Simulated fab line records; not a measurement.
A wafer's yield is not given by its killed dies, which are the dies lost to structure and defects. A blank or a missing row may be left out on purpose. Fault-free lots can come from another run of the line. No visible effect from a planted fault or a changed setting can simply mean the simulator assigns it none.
Lot-split experiment + flow sfq-line + 5 lots, 23 wafers read, on a route of 325 steps

THE SPLIT
At SFQ_TRILAYER_L0_VIA_BARC_OPEN_VIA_ETCH_021 (etches BARC in O2, target depth 125 nm, time 41.7 s), the setting time-s was moved away from the recipe's 41.7 s on 9 of the 23 wafers read, by -11.5% to +9.9%. The other wafers ran this setting at the recipe's value.

The reading is taken at the split's own step.

THE READING
oes-product-au, in a.u., at SFQ_TRILAYER_L0_VIA_BARC_OPEN_VIA_ETCH_021 (etches BARC in O2, target depth 125 nm, time 41.7 s). Fault-free wafers of this fab line usually give 0.684 a.u., standard deviation 0.0046 a.u.

| wafer  | tool, chamber at the split | time-s as run, s | against the recipe | oes-product-au, a.u. | against lot-mates on the recipe |
|--------|----------------------------|------------------|--------------------|----------------------|---------------------------------|
| L076.1 | rie-diel-04, 0             | 36.89            | -11.5%             | 0.724                | +0.039                          |
| L076.2 | rie-diel-04, 2             | 41.7             | recipe             | 0.680                | -                               |
| L076.3 | rie-diel-04, 1             | 36.89            | -11.5%             | 0.728                | +0.043                          |
| L076.4 | rie-diel-04, 3             | 36.89            | -11.5%             | 0.715                | +0.030                          |
| L076.5 | rie-diel-04, 0             | 41.7             | recipe             | 0.690                | -                               |
| L077.1 | rie-diel-03, 1             | 41.7             | recipe             | 0.686                | -                               |
| L077.3 | rie-diel-03, 2             | 45.81            | +9.9%              | 0.673                | -0.018                          |
| L077.4 | rie-diel-03, 1             | 45.81            | +9.9%              | 0.673                | -0.018                          |
| L077.5 | rie-diel-03, 3             | 45.81            | +9.9%              | 0.675                | -0.016                          |
| L077.6 | rie-diel-03, 2             | 41.7             | recipe             | 0.696                | -                               |
| L078.1 | rie-diel-03, 2             | 41.7             | recipe             | 0.689                | -                               |
| L078.3 | rie-diel-03, 0             | 41.7             | recipe             | 0.689                | -                               |
| L078.4 | rie-diel-03, 1             | 41.7             | recipe             | 0.677                | -                               |
| L078.5 | rie-diel-03, 1             | 41.7             | recipe             | 0.686                | -                               |
| L078.6 | rie-diel-03, 0             | 41.7             | recipe             | 0.692                | -                               |
| L080.1 | rie-diel-01, 0             | 44.12            | +5.8%              | 0.673                | -0.010                          |
| L080.3 | rie-diel-01, 2             | 44.12            | +5.8%              | 0.673                | -0.010                          |
| L080.4 | rie-diel-01, 1             | 41.7             | recipe             | 0.681                | -                               |
| L080.5 | rie-diel-01, 1             | 44.12            | +5.8%              | 0.676                | -0.007                          |
| L080.6 | rie-diel-01, 2             | 41.7             | recipe             | 0.685                | -                               |
| L082.3 | rie-diel-03, 3             | 41.7             | recipe             | 0.682                | -                               |
| L082.4 | rie-diel-03, 2             | 41.7             | recipe             | 0.677                | -                               |
| L082.6 | rie-diel-03, 1             | 41.7             | recipe             | 0.691                | -                               |

FIT RESULTS
A straight line over all 23 wafers: oes-product-au changes by -0.00236 a.u. for each +1% of time-s; r = -0.90; the points scatter about the line by 0.0068 a.u.
The same after taking each lot's own level away (the mean of its wafers on the recipe; 23 wafers): -0.00252 a.u. for each +1%; r = -0.93; scatter 0.0059 a.u.
The reading moves by 0.029 a.u. for the largest change in time-s, on that fit.
Measured against the standard deviation above, the lots' own levels, which go from 0.6830 to 0.6910 a.u., span 1.7 times it.
So the lot-to-lot level changes the slope little: the two slopes agree.
Check: +0.0298 a.u. against its lot-mates is what the line predicts for one of the wafers moved furthest among these (-11.5%) when that wafer is left out of the fit. It came out at +0.039 a.u. against them.
Tool readings at the split's step, against how far the setting was moved: oes-product-au r = -0.90.

THESE WAFERS: OTHER SPLITS
Other splits were also applied to these wafers ahead of the reading. Each is held against what the fit with the lots' levels taken away leaves over:
| other split on the same wafers         | wafers away from the commonest value | r with oes-product-au (lot level and that fit taken away) |
|----------------------------------------|--------------------------------------|-----------------------------------------------------------|
| SFQ_TRILAYER_L0_DEP_SPUTTER_003 time-s | 6                                    | +0.11                                                     |

THE WHOLE CHAIN: every reading that the file lists as answering this split, in the file's order
| step                                       | what it does                                              | reading                                                                                       | change (the file's fit)                   | r (the file's) |
|--------------------------------------------|-----------------------------------------------------------|-----------------------------------------------------------------------------------------------|-------------------------------------------|----------------|
| SFQ_TRILAYER_L0_VIA_BARC_OPEN_VIA_ETCH_021 | etches BARC in O2, target depth 125 nm, time 41.7 s       | oes-product-au                                                                                | -0.00247 a.u. for each +1% of the setting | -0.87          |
| SFQ_TRILAYER_L0_VIA_BARC_OPEN_VIA_ETCH_021 | etches BARC in O2, target depth 125 nm, time 41.7 s       | KrF_of_TRILAYER_L0_VIA_LITHO_COAT_013.thk-nm (the simulator's own value, which no gauge read) | -0.596 nm for each +1% of the setting     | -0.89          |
| SFQ_TRILAYER_L0_VIA_ETCH_VIA_ETCH_016      | etches SiO2 in CHF3, stops on MoNx KI, target depth 80 nm | KrF_of_TRILAYER_L0_VIA_LITHO_COAT_013.thk-nm (the simulator's own value, which no gauge read) | -0.587 nm for each +1% of the setting     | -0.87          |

FILE'S OWN FIT
oes-product-au changes by -0.00247 a.u. for each +1% of time-s, r = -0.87.
